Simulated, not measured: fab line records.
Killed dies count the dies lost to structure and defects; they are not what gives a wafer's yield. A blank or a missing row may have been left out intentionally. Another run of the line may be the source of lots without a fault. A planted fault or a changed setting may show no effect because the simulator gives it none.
Which tool is to blame? -- flow gf180mcu -- Sampling: 13 lots, 39 wafers, 6 of 602 route steps

WHAT THE GAUGES READ, wafer by wafer
GF_STI_THK_MEAS_02. Usual: for STI_OXIDATION_THK the level is 10.05 nm and the standard deviation is 0.18.
lot,measured,on,STI_OXIDATION_THK (nm),flag
L304,day 1 17:20,film_metro-04,9.82 9.60 9.74,
L306,day 2 03:48,film_metro-04,9.65 9.77 9.74,
L307,day 2 08:30,film_metro-02,10.22 10.39 10.35,
L308,day 2 12:47,film_metro-04,9.95 9.88 9.83,
L309,day 2 17:35,film_metro-02,10.00 9.85 10.08,
L312,day 3 08:59,film_metro-02,10.04 10.01 10.17,
L316,day 4 05:25,film_metro-04,10.26 10.28 10.26,
L317,day 4 10:35,film_metro-01,10.12 10.18 10.02,
L319,day 4 20:38,film_metro-01,10.06 10.15 10.15,
L321,day 5 07:26,film_metro-01,10.11 10.05 10.13,
L322,day 5 15:37,film_metro-02,9.86 9.71 9.64,
L324,day 6 00:01,film_metro-04,10.02 9.90 9.84,
L325,day 6 07:07,film_metro-04,10.24 10.32 10.19,

GF_STI_THK_MEAS_22. Usual: for STI_OXIDATION_01_THK the level is 15.03 nm and the standard deviation is 0.23.
lot,measured,on,STI_OXIDATION_01_THK (nm),flag
L304,day 2 08:55,film_metro-04,14.82 14.94 14.72,
L306,day 2 19:41,film_metro-01,14.81 14.81 14.87,
L307,day 3 01:26,film_metro-02,14.84 14.97 15.20,
L308,day 3 04:52,film_metro-02,14.78 14.62 14.45,
L309,day 3 10:22,film_metro-02,14.92 15.03 14.76,
L312,day 4 02:17,film_metro-02,15.10 15.20 15.11,
L316,day 4 23:04,film_metro-02,15.51 15.22 15.40,
L317,day 5 06:02,film_metro-01,15.06 15.06 15.11,
L319,day 5 21:04,film_metro-04,15.03 14.96 15.08,
L321,day 6 05:45,film_metro-01,15.12 15.24 15.28,
L322,day 6 09:49,film_metro-02,15.14 15.21 15.38,
L324,day 6 17:49,film_metro-02,15.03 15.19 15.08,
L325,day 7 02:40,film_metro-01,14.82 15.05 15.08,

GF_LVPWELL_TW_MEAS_11. Usual: for LVPWELL_TW the level is 560 and the standard deviation is 5.
lot,measured,on,LVPWELL_TW,flag
L304,day 4 03:08,film_metro-03,554 554 556,
L306,day 4 13:20,film_metro-04,562 561 564,
L307,day 4 21:05,film_metro-03,556 557 555,
L308,day 5 00:17,film_metro-04,568 565 565,
L309,day 5 07:23,film_metro-04,565 563 566,
L312,day 6 00:47,film_metro-03,556 555 554,
L316,day 6 21:30,film_metro-04,679 682 683,OFF
L317,day 7 07:46,film_metro-04,678 679 680,OFF
L319,day 8 01:47,film_metro-03,552 553 555,
L321,day 8 09:41,film_metro-03,555 551 554,
L322,day 8 13:36,film_metro-03,556 557 556,
L324,day 8 21:56,film_metro-02,559 554 555,
L325,day 9 08:06,film_metro-03,556 553 555,

GF_MVSD_OVL_MEAS_07. Usual: for MVSD_OVL the level is 0.2 nm and the standard deviation is 1.4.
lot,measured,on,MVSD_OVL (nm),flag
L304,day 4 16:06,overlay-01,0.5 0.0 -0.6,
L306,day 5 02:32,overlay-02,-0.5 -0.1 0.8,
L307,day 5 10:59,overlay-02,-0.6 0.0 -0.3,
L308,day 5 13:53,overlay-01,-0.7 0.0 -0.2,
L309,day 5 20:12,overlay-02,0.4 0.4 -0.6,
L312,day 6 14:15,overlay-01,0.1 -1.8 1.4,
L316,day 7 12:35,overlay-01,-0.5 -0.4 -0.2,
L317,day 7 23:23,overlay-02,0.5 0.5 0.2,
L319,day 8 18:16,overlay-01,-1.6 -1.8 -2.4,
L321,day 9 02:34,overlay-02,0.5 -0.8 -0.8,
L322,day 9 06:58,overlay-01,-0.8 -1.7 0.4,
L324,day 9 14:59,overlay-02,0.1 -0.8 -1.0,
L325,day 10 01:41,overlay-02,4.1 2.9 4.4,

GF_VT_IMPLANT_RS_MEAS_48: measurement is done with a four-point probe. Usual: for LVPWELL_RS the level is 1197 ohm/sq and the standard deviation is 3.2.
lot,measured,on,LVPWELL_RS (ohm/sq),flag
L304,day 7 17:47,film_metro-03,1196 1200 1199,
L306,day 8 05:44,film_metro-02,1203 1200 1200,
L307,day 8 15:09,film_metro-02,1191 1194 1194,
L308,day 8 20:51,film_metro-03,1195 1195 1198,
L309,day 9 04:19,film_metro-02,1199 1198 1200,
L312,day 10 02:18,film_metro-03,1202 1205 1200,
L316,day 11 05:27,film_metro-03,842 843 840,OFF
L317,day 11 15:27,film_metro-03,841 841 844,OFF
L319,day 12 13:45,film_metro-04,1197 1196 1195,
L321,day 12 23:31,film_metro-03,1199 1199 1196,
L322,day 13 04:34,film_metro-02,1196 1193 1190,
L324,day 13 14:09,film_metro-03,1199 1199 1198,
L325,day 14 02:08,film_metro-04,1196 1198 1201,

WHAT TOOL EACH LOT RAN ON (gives the tool, then ch and the chambers of the sampled wafers, and finally the start)
lot,GF_LVPWELL_IMPLANT_08
L304,"implanter-03 ch 0, day 4 02:46"
L306,"implanter-03 ch 0, day 4 12:56"
L307,"implanter-02 ch 0, day 4 20:43"
L308,"implanter-03 ch 0, day 4 23:53"
L309,"implanter-03 ch 0, day 5 07:01"
L312,"implanter-04 ch 0, day 6 00:25"
L316,"implanter-03 ch 0, day 6 20:47"
L317,"implanter-04 ch 0, day 7 07:03"
L319,"implanter-02 ch 0, day 8 01:23"
L321,"implanter-04 ch 0, day 8 09:19"
L322,"implanter-04 ch 0, day 8 13:14"
L324,"implanter-02 ch 0, day 8 21:33"
L325,"implanter-04 ch 0, day 9 07:44"
- GF_LVPWELL_IMPLANT_08

WHAT THE TOOLS THEMSELVES READ (means of the sampled wafers that have a number; where no wafer has one, the mark that the record gives instead)
GF_LVPWELL_IMPLANT_08. Usual: end_station_pressure_torr at 5e-06 Torr, with a standard deviation of 3.1e-07.
lot,tool,end_station_pressure_torr (Torr),flag
L304,implanter-03,5e-06,
L306,implanter-03,5e-06,
L307,implanter-02,5e-06,
L308,implanter-03,5e-06,
L309,implanter-03,5e-06,
L312,implanter-04,5e-06,
L316,implanter-03,5e-06,
L317,implanter-04,5e-06,
L319,implanter-02,5e-06,
L321,implanter-04,5e-06,
L322,implanter-04,5e-06,
L324,implanter-02,5e-06,
L325,implanter-04,5e-06,

THE ANSWER, worked out from the rows above alone
Rule: take the mean of a lot's wafers that have a number; if it is more than 3 standard deviations from the usual mean, the lot is off. Also off: a lot with no number at a reading for which 4 or more lots have one. All remaining lots with rows at the step are treated as sound. The gauges are gone through in route order, then the tools' own readings, and for those a lot's mean is taken as printed above. At the first step where some lot is off, the reading lying furthest off is the one used; lots without a number count as furthest.
Off: at GF_LVPWELL_TW_MEAS_11 (LVPWELL_TW), L316, L317.
A tool fits if, at a process step before that reading, it ran every lot that is off, and no sound lot after the first of them. Not tried: the gauges at GF_LVPWELL_TW_MEAS_11; whatever is off there is also off at GF_VT_IMPLANT_RS_MEAS_48, on other tools, and gauge error can't account for it. Not one of the candidates tried fits.

WHAT WAS PUT IN BY THE SIMULATOR
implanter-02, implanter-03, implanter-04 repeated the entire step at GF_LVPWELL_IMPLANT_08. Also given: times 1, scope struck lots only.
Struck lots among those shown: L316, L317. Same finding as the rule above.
